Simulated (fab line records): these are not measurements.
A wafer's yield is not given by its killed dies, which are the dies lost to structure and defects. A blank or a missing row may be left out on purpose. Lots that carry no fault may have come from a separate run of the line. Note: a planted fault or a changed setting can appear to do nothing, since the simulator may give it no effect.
Split-lot study	flow sky130	route with 708 steps; 5 lots, 23 wafers read

## ON THE SPLIT
At SKY_SONOS_ONO_EXPOSE_10 (exposes mask ONOM, target cd 410 nm), the setting dose-mj was moved away from the recipe's 150 on 9 of the 23 wafers read, by -5.7% to +2.5%. The other wafers ran this setting at the recipe's value.

## FROM THE SPLIT TO THE READING: what the file shows between them, 2 steps
- SKY_SONOS_ONO_PEB_11
- SKY_SONOS_ONO_DEVELOP_12: develop time 60 s

## THE READING
At SKY_SONOS_ONO_CD_MEAS_13: cd-nm in nanometres, against a target cd of 410 nm. A value of 409.9 nm with a standard deviation of 1.7 nm is what fault-free wafers of this fab line usually give.

wafer	tool, chamber at the split	dose-mj as run	against the recipe	cd-nm, nm	against lot-mates on the recipe
L075.1	iline-stepper-01, 0	144.9	-3.4%	419.9	+10.7
L075.2	iline-stepper-01, 0	144.9	-3.4%	418.6	+9.4
L075.3	iline-stepper-01, 0	144.9	-3.4%	419.9	+10.7
L075.4	iline-stepper-01, 0	150	recipe	409.9	-
L075.6	iline-stepper-01, 0	150	recipe	408.5	-
L078.1	iline-stepper-02, 0	150	recipe	409.2	-
L078.2	iline-stepper-02, 0	141.5	-5.7%	425.8	+15.9
L078.3	iline-stepper-02, 0	150	recipe	410.5	-
L078.4	iline-stepper-02, 0	141.5	-5.7%	427.6	+17.8
L078.6	iline-stepper-02, 0	141.5	-5.7%	426.3	+16.4
L079.2	iline-stepper-02, 0	150	recipe	413.6	-
L079.3	iline-stepper-02, 0	150	recipe	411.7	-
L079.4	iline-stepper-02, 0	150	recipe	412.9	-
L079.5	iline-stepper-02, 0	150	recipe	413.0	-
L079.6	iline-stepper-02, 0	150	recipe	411.5	-
L081.1	iline-stepper-02, 0	153.8	+2.5%	404.2	-6.5
L081.2	iline-stepper-02, 0	150	recipe	410.7	-
L081.4	iline-stepper-02, 0	153.8	+2.5%	402.3	-8.4
L081.5	iline-stepper-02, 0	153.8	+2.5%	403.6	-7.1
L081.6	iline-stepper-02, 0	150	recipe	410.7	-
L080.1	iline-stepper-01, 0	150	recipe	405.5	-
L080.5	iline-stepper-01, 0	150	recipe	406.9	-
L080.6	iline-stepper-01, 0	150	recipe	406.3	-

THE FIT
A straight line over all 23 wafers: cd-nm changes by -2.83 nm for each +1% of dose-mj; r = -0.96; the points scatter about the line by 2.1 nm.
The same after taking each lot's own level away (the mean of its wafers on the recipe; 23 wafers): -2.95 nm for each +1%; r = -1.00; scatter 0.72 nm.
According to that fit, moving dose-mj by its largest amount changes the reading by 17 nm.
The span of the lots' own levels, 406.23 to 412.54 nm, comes to 3.7 times the standard deviation stated above.
Hence the lot-to-lot level has little effect on the slope; both slopes agree.
Check: +17 nm against its lot-mates is what the line predicts for one of the wafers moved furthest among these (-5.7%) when that wafer is left out of the fit. Against them it came out at +15.9 nm.

## THE OTHER SPLITS THESE WAFERS WENT THROUGH
Note: prior to the reading, these wafers also went through further splits. Each is held against what the fit with the lots' levels taken away leaves over:
other split on the same wafers	wafers away from the commonest value	r with cd-nm (lot level and that fit taken away)
SKY_VT_ADJUST_PCH_IMPLANT_08 energy-kev	4	+0.25
SKY_SONOS_TUNNEL_IMPLANT_09 energy-kev	5	+0.21
SKY_SONOS_ONO_CVD_02 time-s	15	+0.00

## THE WHOLE CHAIN: every reading that the file lists as answering this split, in the file's order
step	what it does	reading	change (the file's fit)	r (the file's)
SKY_SONOS_ONO_CD_MEAS_13	target cd 410 nm	cd-nm	-2.96 nm for each +1% of the setting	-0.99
SKY_SONOS_ONO_ETCH_15	etches the open film in CHF3/O2, target depth 19.52 nm, time 7.8 s	SONOS_ONO.cd-nm (the simulator's own value, which no gauge read)	-2.98 nm for each +1% of the setting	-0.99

## FILE'S OWN FIT
cd-nm changes by -2.96 nm for each +1% of dose-mj, r = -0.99.
